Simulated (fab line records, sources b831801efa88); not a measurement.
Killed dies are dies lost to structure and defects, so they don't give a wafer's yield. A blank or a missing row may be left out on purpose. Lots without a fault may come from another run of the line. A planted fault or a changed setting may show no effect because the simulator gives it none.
Which tool did it? | flow sky130 | 12 lots, 36 wafers sampled, at 6 steps of a route of 708

WHAT THE GAUGES READ, wafer by wafer
SKY_SD_P_OVL_MEAS_08. Usual: SD_P_OVL -0.1 nm, standard deviation 1.7.
lot  | measured     | on         | SD_P_OVL (nm)  | flag
L611 | day 27 07:05 | overlay-02 | 1.5 0.9 0.0    |
L612 | day 27 09:14 | overlay-02 | 3.8 3.1 3.6    |
L613 | day 27 11:16 | overlay-01 | -0.4 0.2 0.4   |
L616 | day 27 19:16 | overlay-02 | 0.0 -1.1 -1.0  |
L618 | day 28 15:11 | overlay-01 | -1.5 -0.4 -0.1 |
L621 | day 29 15:46 | overlay-02 | 1.3 -0.6 1.3   |
L624 | day 31 02:11 | overlay-02 | 2.2 1.6 2.5    |
L623 | day 31 04:56 | overlay-01 | -0.3 1.2 -0.1  |
L628 | day 31 16:47 | overlay-01 | -1.7 -0.5 -1.5 |
L630 | day 32 11:53 | overlay-01 | -1.0 -0.1 1.1  |
L631 | day 32 17:13 | overlay-01 | 0.6 1.5 0.8    |
L632 | day 32 22:05 | overlay-01 | 0.9 -1.4 -0.4  |

SKY_SD_N_TW_MEAS_12. Usual: SD_N_TW 3979, standard deviation 31.
lot  | measured     | on            | SD_N_TW        | flag
L611 | day 29 14:58 | film_metro-03 | 3918 3947 3960 |
L612 | day 29 18:25 | film_metro-01 | 3990 3999 4024 |
L613 | day 29 19:50 | film_metro-03 | 3957 3976 3971 |
L616 | day 30 02:58 | film_metro-03 | 3974 3994 3973 |
L618 | day 30 22:32 | film_metro-01 | 3939 3945 3970 |
L621 | day 32 00:31 | film_metro-01 | 4009 4005 3988 |
L624 | day 33 10:17 | film_metro-02 | 4011 4027 4016 |
L623 | day 33 12:23 | film_metro-03 | 3968 3981 3955 |
L628 | day 33 23:32 | film_metro-03 | 3956 3979 3942 |
L630 | day 34 18:26 | film_metro-01 | 4002 3993 3979 |
L631 | day 35 00:42 | film_metro-03 | 3944 3926 3944 |
L632 | day 35 04:55 | film_metro-02 | 4046 4049 4072 |

SKY_SD_N_RS_MEAS_16: measures by four-point-probe. Usual: SD_N_RS 68.45 ohm/sq, standard deviation 0.12.
lot  | measured     | on            | SD_N_RS (ohm/sq)                    | flag
L611 | day 29 15:19 | film_metro-01 | 68.47 68.39 68.50                   |
L612 | day 29 18:42 | film_metro-01 | 68.48 68.61 68.59                   |
L613 | day 29 20:11 | film_metro-01 | 68.29 68.53 68.48                   |
L616 | day 30 03:16 | film_metro-01 | 73.79 73.64 73.76 73.67 73.74 73.80 | OFF
L618 | day 30 22:50 | film_metro-02 | 73.69 73.73 73.80 73.73 73.89 73.86 | OFF
L621 | day 32 00:48 | film_metro-02 | 68.52 68.49 68.39                   |
L624 | day 33 10:37 | film_metro-01 | 68.57 68.49 68.39                   |
L623 | day 33 12:42 | film_metro-01 | 68.36 68.39 68.22                   |
L628 | day 33 23:51 | film_metro-03 | 68.50 68.35 68.35                   |
L630 | day 34 18:43 | film_metro-01 | 68.51 68.41 68.23                   |
L631 | day 35 01:01 | film_metro-01 | 68.45 68.33 68.39                   |
L632 | day 35 05:12 | film_metro-01 | 68.32 68.22 68.16                   |

SKY_SD_N_RS_MEAS_17: measures by four-point-probe. Usual: SD_P_RS 146.3 ohm/sq, standard deviation 0.42.
lot  | measured     | on            | SD_P_RS (ohm/sq)                    | flag
L611 | day 29 15:26 | film_metro-01 | 146.5 146.4 146.7                   |
L612 | day 29 18:49 | film_metro-01 | 146.6 146.5 146.6                   |
L613 | day 29 20:19 | film_metro-01 | 146.6 146.2 146.2                   |
L616 | day 30 06:40 | film_metro-01 | 178.3 178.2 178.1 178.2 177.8 178.3 | OFF
L618 | day 31 04:20 | film_metro-02 | 178.2 177.8 178.5 178.1 178.3 178.5 | OFF
L621 | day 32 00:55 | film_metro-02 | 146.3 146.2 146.3                   |
L624 | day 33 10:44 | film_metro-01 | 146.4 145.5 146.3                   |
L623 | day 33 12:49 | film_metro-01 | 146.7 146.0 146.2                   |
L628 | day 33 23:58 | film_metro-03 | 146.2 146.5 146.0                   |
L630 | day 34 18:50 | film_metro-01 | 146.4 146.4 145.9                   |
L631 | day 35 01:08 | film_metro-01 | 146.3 146.0 146.4                   |
L632 | day 35 05:19 | film_metro-01 | 145.9 146.2 145.7                   |

SKY_LI_CONTACT_CD_MEAS_12: target cd 170 nm. Usual: cd_nm 170.3 nm, standard deviation 1.4.
lot  | measured     | on        | cd_nm (nm)        | flag
L611 | day 30 20:02 | cd_sem-01 | 171.3 170.5 172.2 |
L612 | day 30 22:17 | cd_sem-01 | 170.3 170.6 171.7 |
L613 | day 31 00:59 | cd_sem-01 | 168.2 169.0 168.4 |
L621 | day 33 05:14 | cd_sem-02 | 171.9 171.7 170.1 |
L624 | day 34 14:04 | cd_sem-01 | 170.0 171.4 170.5 |
L623 | day 34 16:41 | cd_sem-01 | 171.4 171.0 170.9 |
L628 | day 35 03:38 | cd_sem-02 | 167.7 169.1 169.5 |
L630 | day 35 23:01 | cd_sem-02 | 169.9 170.6 170.3 |
L631 | day 36 03:33 | cd_sem-02 | 169.4 168.6 168.1 |
L632 | day 36 08:05 | cd_sem-02 | 170.6 170.1 172.0 |

WHICH TOOL RAN EACH LOT (tool, then ch and the chambers of the sampled wafers, then the start)
lot  | SKY_SD_N_RTA_14
L611 | rtp_anneal-02 ch 0, day 29 15:08
L612 | rtp_anneal-01 ch 0, day 29 18:31
L613 | rtp_anneal-02 ch 0, day 29 19:57
L616 | rtp_anneal-01 ch 0, day 30 03:05
L618 | rtp_anneal-01 ch 0, day 30 22:38
L621 | rtp_anneal-02 ch 0, day 32 00:38
L624 | rtp_anneal-01 ch 0, day 33 10:26
L623 | rtp_anneal-01 ch 0, day 33 12:30
L628 | rtp_anneal-01 ch 0, day 33 23:40
L630 | rtp_anneal-01 ch 0, day 34 18:32
L631 | rtp_anneal-02 ch 0, day 35 00:49
L632 | rtp_anneal-01 ch 0, day 35 05:02
- SKY_SD_N_RTA_14: time 2 s.

WHAT THE TOOLS THEMSELVES READ (means of the sampled wafers that have a number; where no wafer has one, the mark that the record gives instead)
SKY_SD_N_RTA_14. Usual: lamp_power_pct 15.74 %, standard deviation 0.047; wafer_temp_C_max 1078.1, standard deviation 1.4.
lot  | tool          | lamp_power_pct (%) | wafer_temp_C_max | flag
L611 | rtp_anneal-02 | 15.75              | 1077.8           |
L612 | rtp_anneal-01 | 15.71              | 1078.0           |
L613 | rtp_anneal-02 | 15.75              | 1078.4           |
L616 | rtp_anneal-01 | 14.56              | 1078.9           | OFF
L618 | rtp_anneal-01 | 14.60              | 1079.2           | OFF
L621 | rtp_anneal-02 | 15.76              | 1078.7           |
L624 | rtp_anneal-01 | 15.73              | 1076.8           |
L623 | rtp_anneal-01 | 15.72              | 1078.7           |
L628 | rtp_anneal-01 | 15.77              | 1077.2           |
L630 | rtp_anneal-01 | 15.74              | 1077.4           |
L631 | rtp_anneal-02 | 15.76              | 1078.5           |
L632 | rtp_anneal-01 | 15.75              | 1078.2           |

THE ANSWER, worked out from the rows above alone
Rule: a lot is off if the mean of its wafers that have a number lies more than 3 standard deviations from the usual mean. A lot without any number at a reading at which 4 lots or more have one is off too. The other lots that the step has rows for count as sound. The gauges are gone through in route order, then the tools' own readings, and for those a lot's mean is taken as printed above. The first step at which some lot is off is used, and at that step the reading that is off furthest; a lot without a number counts as furthest.
Off: L616, L618, at SKY_SD_N_RS_MEAS_16 (SD_N_RS).
A tool fits if, at a process step before that reading, it ran every lot that is off, and no sound lot after the first of them. The gauges at SKY_SD_N_RS_MEAS_16 aren't tried: what is off there is off at SKY_SD_N_RTA_14 too, on other tools, and a gauge's error can't cause that. None of those tried fits.

WHAT THE SIMULATOR HAD PUT IN
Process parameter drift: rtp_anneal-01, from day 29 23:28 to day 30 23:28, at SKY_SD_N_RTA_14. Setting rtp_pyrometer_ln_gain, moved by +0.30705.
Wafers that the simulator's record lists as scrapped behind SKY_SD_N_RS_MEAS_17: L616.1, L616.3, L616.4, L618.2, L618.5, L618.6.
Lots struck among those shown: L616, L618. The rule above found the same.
